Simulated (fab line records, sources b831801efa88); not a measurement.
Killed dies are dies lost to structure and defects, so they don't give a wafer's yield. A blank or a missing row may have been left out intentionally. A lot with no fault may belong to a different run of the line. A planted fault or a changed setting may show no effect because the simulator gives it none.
Problem report, 8D (eight disciplines) form, completed by code || flow sky130 || the parts of the form that need people (team, actions taken, sign-off) are left out

== 1. THE ISSUE ==
At SKY_FIELD_ISO_WET_ETCH_30, run-length-s averages 61 s over 6 wafers from 2 lots, while fault-free wafers read 80 s, standard deviation 3.6. Relative to the usual mean, that is a shift of -5.3 standard deviations.
The step: etches SiO2 in dHF, target depth 25 nm, time 50 s.
First observed at day 6 01:26: wafer L336.1, on wet-bench-02. Wafers with a number at this step in the record: 18, from 6 lots. By rule, "out" or "out of limits" means more than 4 standard deviations away from the usual mean. Any other wafer with a number is counted as sound.

== 2. WHAT IT IS, WHAT IT ISN'T ==
{"question": "which readings at this step", "is": "run-length-s", "is not": "-"}
{"question": "which lots", "is": "L336, L337", "is not": "L328, L330, L338, L341"}
{"question": "which wafers of those lots", "is": "all that have a number", "is not": "-"}
{"question": "read on which tools", "is": "wet-bench-02", "is not": "wet-bench-01, wet-bench-03"}
{"question": "when", "is": "from day 6 01:26", "is not": "up to then (6 sound wafers); but 6 sound wafers of L338, L341 came after"}

== 3. SUSPECTS, AND WHAT RULES EACH OUT ==
Counting: any tool at a process step up to the reading is kept as a suspect provided that every lot that is out went through it and no sound lot did after the first of them.
- cmp-02 at SKY_FIELD_ISO_CMP_27 (polishes, stops on Si3N4, t overpolish 16 s, target thk 457.8 nm): ruled out as a lasting fault. After its first lot that is out, L336 (day 6 00:35), sound lots L338, L341 ran on it.
- wet-bench-02 at SKY_FIELD_ISO_WET_ETCH_30 (etches SiO2 in dHF, target depth 25 nm, time 50 s): kept. All lots that are out passed through it, beginning with L336 at day 6 01:26, and no sound lot followed; its final sound lot before that point was L330 at day 4 16:32. Its own run-length-s readings are out on those wafers.
After counting, what remains is wet-bench-02 at SKY_FIELD_ISO_WET_ETCH_30.

== 4. THE CAUSE (what the simulator had put in) ==
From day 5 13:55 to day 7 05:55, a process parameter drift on wet-bench-02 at SKY_FIELD_ISO_WET_ETCH_30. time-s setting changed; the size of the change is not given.
This tool alone remained once counting was done.

== 5. THE CHAIN OF EFFECTS, in route order ==
Rows list readings where the struck wafers' mean (over those with a number) sits beyond 3 standard deviations from the usual. Readings are gone through only where the record gives a usual standard deviation; hours: the median, over the lots, of the time from a lot's start at the first step in this table giving one to that lot's start at this step; sigmas: the change measured in usual standard deviations.
{"hours": 0, "step": "SKY_FIELD_ISO_WET_ETCH_30", "reading": "run-length-s", "usual": "80 s", "on struck wafers": 61, "change": -19, "sigmas": -5.3}
Its process steps:
- SKY_FIELD_ISO_WET_ETCH_30: etches SiO2 in dHF, target depth 25 nm, time 50 s.
Later measuring or inspecting steps at which every struck wafer that the step has a row for has a number for every such reading, and none has moved that far: SKY_NWELL_THK_MEAS_02, SKY_DNWELL_TW_MEAS_09, SKY_PWDE_OVL_MEAS_07, SKY_PWDE_TW_MEAS_10.

== 6. HOW IT WOULD HAVE BEEN CAUGHT EARLIER ==
In this record no reading fell out of limits until day 6 01:26, 12 hours after the fault had begun at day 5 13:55.
